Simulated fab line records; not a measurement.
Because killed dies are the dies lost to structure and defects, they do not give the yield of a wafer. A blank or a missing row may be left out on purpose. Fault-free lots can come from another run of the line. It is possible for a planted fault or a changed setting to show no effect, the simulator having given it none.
Struck lot and sound lot, side by side + flow sky130 + 34 out of 708 route steps
Sound: the wafers L551.2, L551.4, L551.6. Wafers L567.2, L567.4, L567.6 were the ones struck. At the end, the cause is stated.
Per side, at each step with rows, come the tool, then ch with its chambers, and then its first start. Under that, the readings that differ: sound wafers + struck wafers + difference of the means + sigmas: that difference in standard deviations of wafers without a fault.
alike: readings with means less than 2 such deviations apart, plus words and numbers identical on both sides. not compared: withheld readings, readings lacking a value on some wafer, bounds such as >300 that could conceal the same value, and numbers that have no deviation in the record and whose values overlap.
Wherever a step has rows on one side only, a row that says differs or no value, or a row with sigmas, the two part there. Numbers that don't overlap but have no deviation are shown without sigmas and don't part them. A reading that every wafer of one side lacks parts them only if that side has two wafers or more.

first, 7 steps without rows for these wafers: SKY_SONOS_TUNNEL_DEVELOP_06 (develop time 60 s); SKY_SONOS_TUNNEL_IMPLANT_09; SKY_SONOS_TUNNEL_WET_ETCH_10 (etches SiO2 in dHF, target depth 14 nm, time 280 s); SKY_SONOS_TUNNEL_STRIP_11 (strips in SPM, time 600 s); SKY_SONOS_TUNNEL_CLEAN_13 (cleans in dHF, time 20 s); SKY_SONOS_ONO_OXIDATION_00 (stabilise 600 s, purge 300 s, target thk 2.6 nm); SKY_SONOS_ONO_CVD_02 (deposits Si3N4 from DCS/NH3, target thk 10.5 nm, time 180 s).
SKY_SONOS_ONO_CVD_04: deposits SiO2 from SiH4/N2O, target thk 5.7199 nm.
  sound on lpcvd-03 ch 0, day 11 06:56; struck on lpcvd-03 ch 1, day 16 20:34
| reading                                   | sound           | struck            | difference | sigmas |
|-------------------------------------------|-----------------|-------------------|------------|--------|
| model.SiO2_of_SONOS_ONO_CVD_04.thkNm (nm) | 5.757 5.751 5.8 | 7.932 7.879 7.972 | +2.158     |        |
SKY_SONOS_ONO_THK_MEAS_05:
  struck on filmMetro-04, day 16 21:49; sound on filmMetro-01, day 11 08:11
| reading                   | sound          | struck         | difference | sigmas |
|---------------------------|----------------|----------------|------------|--------|
| SONOS_ONO_CVD_04_THK (nm) | 5.78 5.73 5.78 | 7.92 7.81 8.01 | +2.15      | +17    |
then, 23 steps without rows for these wafers: SKY_SONOS_ONO_DEHYDRATE_06 (time 60 s); SKY_SONOS_ONO_HMDS_07 (prime time 60 s); SKY_SONOS_ONO_COAT_08 (resist thk 1140 nm); SKY_SONOS_ONO_SOFTBAKE_09 (time 60 s); SKY_SONOS_ONO_EXPOSE_10 (exposes mask ONOM, target cd 410 nm); SKY_SONOS_ONO_PEB_11; SKY_SONOS_ONO_DEVELOP_12 (develop time 60 s); SKY_SONOS_ONO_ETCH_15 (etches the open film in CHF3/O2, target depth 19.52 nm, time 7.8 s); SKY_SONOS_ONO_WET_ETCH_16 (etches SiO2 in dHF, target depth 14 nm, time 280 s); SKY_SONOS_ONO_STRIP_17 (strips in O2/N2); SKY_SONOS_ONO_WET_ETCH_18 (etches Si3N4 in H3PO4, target depth 15 nm, time 172 s); SKY_GATE_OXIDE_CLEAN_00 (cleans in SC1/SC2, time 150 s); SKY_GATE_OXIDE_OXIDATION_01 (stabilise 600 s, purge 300 s, target thk 10.268 nm); SKY_GATE_OXIDE_DEHYDRATE_03 (time 60 s); SKY_GATE_OXIDE_HMDS_04 (prime time 60 s); SKY_GATE_OXIDE_COAT_05 (resist thk 1140 nm); SKY_GATE_OXIDE_SOFTBAKE_06 (time 60 s); SKY_GATE_OXIDE_EXPOSE_07 (exposes mask LVOM, target cd 600 nm); SKY_GATE_OXIDE_PEB_08; SKY_GATE_OXIDE_DEVELOP_09 (develop time 60 s); SKY_GATE_OXIDE_IMPLANT_11; SKY_GATE_OXIDE_WET_ETCH_12 (etches SiO2 in dHF, target depth 16.8 nm, time 336 s); SKY_GATE_OXIDE_STRIP_13 (strips in O2/N2).
-- here the record skips 18 days between the struck wafers' starts before and after, leaving off in module GATE_OXIDE and picking up in module LI_CONTACT (first step shown: number 376 of the route) --
SKY_LI_CONTACT_ETCH_14: etches BARC in N2/H2, stops on SiO2, time 45.9 s, target depth 60 nm.
  sound on rieDiel-03 ch 1,2,3, day 28 17:50; struck on rieDiel-04 ch 1,2,3, day 34 10:51
| reading                                   | sound             | struck           | difference | sigmas |
|-------------------------------------------|-------------------|------------------|------------|--------|
| model.SiO2_of_SONOS_ONO_CVD_04.thkNm (nm) | 4.225 4.221 4.273 | 6.419 6.36 6.459 | +2.173     |        |
  alike: biasW, drypumpMotorCurrentA, oesProductAu, throttleValvePct
  not compared: rfHoursCounterH
-- here the record skips 15 days between the struck wafers' starts before and after, leaving off in module LI_CONTACT and picking up in module PAD_OPEN (first step shown: number 708 of the route) --
SKY_PAD_OPEN_PROBE_99:
  struck on prober-02, day 49 15:27; sound on prober-02, day 45 11:47
| reading                                 | sound                | struck                 | difference | sigmas |
|-----------------------------------------|----------------------|------------------------|------------|--------|
| model.etest.sonosErased.driveUaUm       | 177.5 202.3 226.2    | 56.65 60.36 48.83      | -146.72    |        |
| model.etest.sonosUncharged.rOnOhmUm     | 833.2 831.6 803.3    | 888.5 896.2 884.1      | +66.9      |        |
| model.etest.sonosProgrammed.offLog10AUm | -14.09 -14.02 -13.93 | -5.267 -5.95 -5.075    | +8.583     |        |
| model.etest.capOno.gateBvV (V)          | 17.01 16.87 16.22    | 19.3 19.08 19.12       | +2.5       |        |
| model.etest.capOno.toxAccNm (nm)        | 12.91 12.98 13.06    | 15.12 15.17 15.21      | +2.18      |        |
| model.etest.sonosErased.vtV (V)         | -2.284 -2.271 -2.279 | -0.9061 -0.9311 -0.861 | +1.3786    |        |
| model.etest.sonosProgrammed.vtV (V)     | 1.453 1.418 1.37     | 0.08689 0.1209 0.03362 | -1.33320   |        |
| model.etest.capOno.underFloor           | 0 0 0                | 1 1 1                  | +1         |        |
  alike: killed_at_M0_to_M3, killed_at_M4_up, killedAtContacts, killedAtFrontEnd, killedAtOther, killedDies, killedOpen, killedShort

## WHERE THEY PART
Only at SKY_SONOS_ONO_THK_MEAS_05, as far as this record shows. Later steps at which nothing parts them and some readings are alike: SKY_LI_CONTACT_ETCH_14, SKY_PAD_OPEN_PROBE_99.

WHY: what had been put in by the simulator
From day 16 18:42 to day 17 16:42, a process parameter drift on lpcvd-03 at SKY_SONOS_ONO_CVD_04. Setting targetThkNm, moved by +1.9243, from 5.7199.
